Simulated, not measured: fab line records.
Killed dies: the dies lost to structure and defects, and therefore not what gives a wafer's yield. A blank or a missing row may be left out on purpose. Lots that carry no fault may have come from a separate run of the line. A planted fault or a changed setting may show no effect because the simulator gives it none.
Split-lot study :: flow sfq-line :: 23 wafers read from 5 lots, route of 325 steps

## THE SPLIT
At SFQ_TRILAYER_JJ_TRILAYER_DEP_SPUTTER_109 (material Nb, target thk 150 nm, time 100 s), the setting power-w was moved away from the recipe's 2000 W on 8 of the 23 wafers read, by -9.8% to +7.3%. For the rest of the wafers, this setting stayed at what the recipe calls for.

## FROM THE SPLIT TO THE READING: what the file shows between them, 9 steps
- SFQ_TRILAYER_JJ_CE_LITHO_COAT_119: resist thk 62 nm (also split here: resist-thk-nm)
- SFQ_TRILAYER_JJ_CE_LITHO_COAT_114: resist thk 600 nm
- SFQ_TRILAYER_JJ_CE_LITHO_SOFTBAKE_118
- SFQ_TRILAYER_JJ_CE_METRO_MEASURE_117
- SFQ_TRILAYER_JJ_CE_BARC_OPEN_RIE_150: chemistry O2, target BARC, target depth 240 nm, time 80 s
- SFQ_TRILAYER_M5_LITHO_COAT_123: resist thk 600 nm (also split here: spin-rpm)
- SFQ_TRILAYER_M5_LITHO_PEB_126: peb time 60 s (also split here: peb-time-s)
- SFQ_TRILAYER_M5_LITHO_DEVELOP_125: time 60 s
- SFQ_TRILAYER_M5_BARC_OPEN_METAL_ETCH_161: etches BARC in O2, target depth 125 nm, time 41.7 s

## THE READING
oes-product-au, in a.u., at SFQ_TRILAYER_M5_ETCH_METAL_ETCH_126 (etches Nb in Cl2/BCl3, stops on SiO2, time 203.2 s, target depth 265 nm). Fault-free wafers of this fab line usually give 0.728 a.u., standard deviation 0.0052 a.u.

wafer: L075.1
tool, chamber at the split: pvd-sputter-03, -
power-w as run, W: 1804
against the recipe: -9.8%
oes-product-au, a.u.: 0.699
against lot-mates on the recipe: -0.031

wafer: L075.2
tool, chamber at the split: pvd-sputter-03, -
power-w as run, W: 1804
against the recipe: -9.8%
oes-product-au, a.u.: 0.695
against lot-mates on the recipe: -0.035

wafer: L075.3
tool, chamber at the split: pvd-sputter-03, -
power-w as run, W: 1804
against the recipe: -9.8%
oes-product-au, a.u.: 0.700
against lot-mates on the recipe: -0.030

wafer: L075.5
tool, chamber at the split: pvd-sputter-03, -
power-w as run, W: 2000
against the recipe: recipe
oes-product-au, a.u.: 0.733
against lot-mates on the recipe: -

wafer: L075.6
tool, chamber at the split: pvd-sputter-03, -
power-w as run, W: 2000
against the recipe: recipe
oes-product-au, a.u.: 0.728
against lot-mates on the recipe: -

wafer: L080.1
tool, chamber at the split: pvd-sputter-06, -
power-w as run, W: 2000
against the recipe: recipe
oes-product-au, a.u.: 0.733
against lot-mates on the recipe: -

wafer: L080.3
tool, chamber at the split: pvd-sputter-06, -
power-w as run, W: 2000
against the recipe: recipe
oes-product-au, a.u.: 0.725
against lot-mates on the recipe: -

wafer: L080.4
tool, chamber at the split: pvd-sputter-06, -
power-w as run, W: 2000
against the recipe: recipe
oes-product-au, a.u.: 0.731
against lot-mates on the recipe: -

wafer: L080.5
tool, chamber at the split: pvd-sputter-06, -
power-w as run, W: 1860
against the recipe: -7.0%
oes-product-au, a.u.: 0.705
against lot-mates on the recipe: -0.025

wafer: L080.6
tool, chamber at the split: pvd-sputter-06, -
power-w as run, W: 1860
against the recipe: -7.0%
oes-product-au, a.u.: 0.718
against lot-mates on the recipe: -0.012

wafer: L082.1
tool, chamber at the split: pvd-sputter-04, -
power-w as run, W: 2000
against the recipe: recipe
oes-product-au, a.u.: 0.725
against lot-mates on the recipe: -

wafer: L082.2
tool, chamber at the split: pvd-sputter-04, -
power-w as run, W: 2000
against the recipe: recipe
oes-product-au, a.u.: 0.722
against lot-mates on the recipe: -

wafer: L082.4
tool, chamber at the split: pvd-sputter-04, -
power-w as run, W: 2000
against the recipe: recipe
oes-product-au, a.u.: 0.731
against lot-mates on the recipe: -

wafer: L082.5
tool, chamber at the split: pvd-sputter-04, -
power-w as run, W: 2000
against the recipe: recipe
oes-product-au, a.u.: 0.720
against lot-mates on the recipe: -

wafer: L082.6
tool, chamber at the split: pvd-sputter-04, -
power-w as run, W: 2000
against the recipe: recipe
oes-product-au, a.u.: 0.723
against lot-mates on the recipe: -

wafer: L084.1
tool, chamber at the split: pvd-sputter-04, -
power-w as run, W: 2147
against the recipe: +7.3%
oes-product-au, a.u.: 0.754
against lot-mates on the recipe: +0.034

wafer: L084.2
tool, chamber at the split: pvd-sputter-04, -
power-w as run, W: 2147
against the recipe: +7.3%
oes-product-au, a.u.: 0.755
against lot-mates on the recipe: +0.035

wafer: L084.4
tool, chamber at the split: pvd-sputter-04, -
power-w as run, W: 2000
against the recipe: recipe
oes-product-au, a.u.: 0.721
against lot-mates on the recipe: -

wafer: L084.5
tool, chamber at the split: pvd-sputter-04, -
power-w as run, W: 2147
against the recipe: +7.3%
oes-product-au, a.u.: 0.749
against lot-mates on the recipe: +0.029

wafer: L084.6
tool, chamber at the split: pvd-sputter-04, -
power-w as run, W: 2000
against the recipe: recipe
oes-product-au, a.u.: 0.718
against lot-mates on the recipe: -

wafer: L085.2
tool, chamber at the split: pvd-sputter-03, -
power-w as run, W: 2000
against the recipe: recipe
oes-product-au, a.u.: 0.725
against lot-mates on the recipe: -

wafer: L085.3
tool, chamber at the split: pvd-sputter-03, -
power-w as run, W: 2000
against the recipe: recipe
oes-product-au, a.u.: 0.722
against lot-mates on the recipe: -

wafer: L085.4
tool, chamber at the split: pvd-sputter-03, -
power-w as run, W: 2000
against the recipe: recipe
oes-product-au, a.u.: 0.727
against lot-mates on the recipe: -

FIT RESULTS
A straight line over all 23 wafers: oes-product-au changes by +0.00299 a.u. for each +1% of power-w; r = +0.94; the points scatter about the line by 0.0052 a.u.
The same after taking each lot's own level away (the mean of its wafers on the recipe; 23 wafers): +0.00361 a.u. for each +1%; r = +0.97; scatter 0.0045 a.u.
According to that fit, moving power-w by its largest amount changes the reading by 0.035 a.u.
Across the lots, their own levels run from 0.7195 to 0.7305 a.u., a range of 2.1 times the standard deviation given above.
Hence the slope depends on the lot-to-lot level, as the two fits are not the same.
Check: for one of the wafers moved furthest among these (-9.8%), held out of the fit, the line's prediction against its lot-mates is -0.034 a.u. Against them it came out at -0.0315 a.u.

## OTHER SPLITS APPLIED TO THESE WAFERS
These wafers also went through other splits before the reading. Each is held against what the fit with the lots' levels taken away leaves over:
other split on the same wafers: SFQ_TRILAYER_I4_VIA_LITHO_COAT_103 spin-rpm
wafers away from the commonest value: 8
r with oes-product-au (lot level and that fit taken away): +0.04

other split on the same wafers: SFQ_TRILAYER_JJ_CE_LITHO_COAT_119 resist-thk-nm
wafers away from the commonest value: 12
r with oes-product-au (lot level and that fit taken away): -0.03

other split on the same wafers: SFQ_TRILAYER_M5_LITHO_COAT_123 spin-rpm
wafers away from the commonest value: 7
r with oes-product-au (lot level and that fit taken away): +0.03

other split on the same wafers: SFQ_TRILAYER_M5_LITHO_PEB_126 peb-time-s
wafers away from the commonest value: 8
r with oes-product-au (lot level and that fit taken away): +0.07

## THE WHOLE CHAIN: every reading that the file lists as answering this split, in the file's order
step: SFQ_TRILAYER_JJ_TRILAYER_DEP_SPUTTER_109
what it does: material Nb, target thk 150 nm, time 100 s
reading: Nb_of_TRILAYER_JJ_TRILAYER_DEP_SPUTTER_109.thk-nm (the simulator's own value, which no gauge read)
change (the file's fit): +1.58 nm for each +1% of the setting
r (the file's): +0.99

step: SFQ_TRILAYER_M5_ETCH_METAL_ETCH_126
what it does: etches Nb in Cl2/BCl3, stops on SiO2, time 203.2 s, target depth 265 nm
reading: oes-product-au
change (the file's fit): +0.00345 a.u. for each +1% of the setting
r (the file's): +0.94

step: SFQ_TRILAYER_M5_ETCH_METAL_ETCH_126
what it does: etches Nb in Cl2/BCl3, stops on SiO2, time 203.2 s, target depth 265 nm
reading: M5.feature-depth-nm (the simulator's own value, which no gauge read)
change (the file's fit): +1.58 nm for each +1% of the setting
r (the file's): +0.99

## THE FILE'S OWN FIT
oes-product-au changes by +0.00345 a.u. for each +1% of power-w, r = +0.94.
